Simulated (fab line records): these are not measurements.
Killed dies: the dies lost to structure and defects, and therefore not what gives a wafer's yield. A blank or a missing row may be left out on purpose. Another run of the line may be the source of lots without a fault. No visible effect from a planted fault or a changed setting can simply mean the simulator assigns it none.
Lot-split experiment | flow sfq_line | 23 wafers read from 5 lots, route of 325 steps

## SPLIT DETAILS
At SFQ_TRILAYER_I1_VIA_LITHO_EXPOSE_050 (exposes mask I1, target cd 500 nm), the setting dose_mj was moved away from the recipe's 21.3 on 8 of the 23 wafers read, by -5.9% to +7.4%. For the rest of the wafers, this setting stayed at what the recipe calls for.

## FROM THE SPLIT TO THE READING: what the file shows between them, 1 step
- SFQ_TRILAYER_I1_VIA_BARC_OPEN_VIA_ETCH_071: etches BARC in O2, target depth 125 nm, time 41.7 s (also split here: bias_w)

## THE READING
I1.cd_nm (the simulator's own value, which no gauge read), in nm, at SFQ_TRILAYER_I1_VIA_ETCH_VIA_ETCH_052 (etches SiO2 in CHF3, stops on Nb, target depth 260 nm). No usual value for it is given in the file. Average 501.0 nm, standard deviation 2.6 nm, over the 15 wafers here run with the recipe.

wafer  | tool, chamber at the split | dose_mj as run | against the recipe | I1.cd_nm, nm | against lot-mates on the recipe
L078.1 | krf_scanner-01, 0          | 22.88          | +7.4%              | 510.7        | +11.6
L078.3 | krf_scanner-01, 0          | 22.88          | +7.4%              | 513.3        | +14.1
L078.4 | krf_scanner-01, 0          | 21.3           | recipe             | 500.3        | -
L078.5 | krf_scanner-01, 0          | 21.3           | recipe             | 498          | -
L078.6 | krf_scanner-01, 0          | 22.88          | +7.4%              | 514.8        | +15.6
L079.3 | krf_scanner-01, 0          | 21.3           | recipe             | 497.5        | -
L079.4 | krf_scanner-01, 0          | 21.3           | recipe             | 502.3        | -
L079.5 | krf_scanner-01, 0          | 21.3           | recipe             | 500.2        | -
L081.1 | krf_scanner-01, 0          | 21.3           | recipe             | 503.2        | -
L081.3 | krf_scanner-01, 0          | 21.3           | recipe             | 498.1        | -
L081.4 | krf_scanner-01, 0          | 21.3           | recipe             | 500.8        | -
L081.5 | krf_scanner-01, 0          | 21.3           | recipe             | 498.9        | -
L081.6 | krf_scanner-01, 0          | 21.3           | recipe             | 500.7        | -
L083.1 | krf_scanner-01, 0          | 20.05          | -5.9%              | 487.9        | -13.1
L083.2 | krf_scanner-01, 0          | 21.3           | recipe             | 501.2        | -
L083.3 | krf_scanner-01, 0          | 21.3           | recipe             | 500.2        | -
L083.5 | krf_scanner-01, 0          | 21.3           | recipe             | 501.5        | -
L083.6 | krf_scanner-01, 0          | 20.05          | -5.9%              | 491.1        | -9.9
L085.1 | krf_scanner-01, 0          | 20.53          | -3.6%              | 498.5        | -7.7
L085.3 | krf_scanner-01, 0          | 21.3           | recipe             | 508          | -
L085.4 | krf_scanner-01, 0          | 20.53          | -3.6%              | 498.9        | -7.3
L085.5 | krf_scanner-01, 0          | 20.53          | -3.6%              | 496.6        | -9.6
L085.6 | krf_scanner-01, 0          | 21.3           | recipe             | 504.4        | -

THE FIT
A straight line over all 23 wafers: I1.cd_nm changes by +1.59 nm for each +1% of dose_mj; r = +0.91; the points scatter about the line by 2.7 nm.
The same after taking each lot's own level away (the mean of its wafers on the recipe; 23 wafers): +1.94 nm for each +1%; r = +0.97; scatter 1.7 nm.
On that fit, the largest move of dose_mj shifts the reading by 14 nm.
Measured against the standard deviation above, the lots' own levels, which go from 499.15 to 506.20 nm, span 2.7 times it.
Hence the slope depends on the lot-to-lot level, as the two fits are not the same.
Check: +15 nm against its lot-mates is what the line predicts for one of the wafers moved furthest among these (+7.4%) when that wafer is left out of the fit. Against them it came out at +11.6 nm.

## OTHER SPLITS APPLIED TO THESE WAFERS
These wafers also went through other splits before the reading. Each is held against what the fit with the lots' levels taken away leaves over:
other split on the same wafers                    | wafers away from the commonest value | r with I1.cd_nm (lot level and that fit taken away)
SFQ_TRILAYER_I1_VIA_BARC_OPEN_VIA_ETCH_071 bias_w | 7                                    | -0.22

## THE WHOLE CHAIN: every reading that the file lists as answering this split, in the file's order
step                                       | what it does                                          | reading                                                   | change (the file's fit)              | r (the file's)
SFQ_TRILAYER_I1_VIA_BARC_OPEN_VIA_ETCH_071 | etches BARC in O2, target depth 125 nm, time 41.7 s   | I1.cd_nm (the simulator's own value, which no gauge read) | +1.6 nm for each +1% of the setting  | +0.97
SFQ_TRILAYER_I1_VIA_ETCH_VIA_ETCH_052      | etches SiO2 in CHF3, stops on Nb, target depth 260 nm | I1.cd_nm (the simulator's own value, which no gauge read) | +1.95 nm for each +1% of the setting | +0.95

## THE FILE'S OWN FIT
I1.cd_nm changes by +1.95 nm for each +1% of dose_mj, r = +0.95.
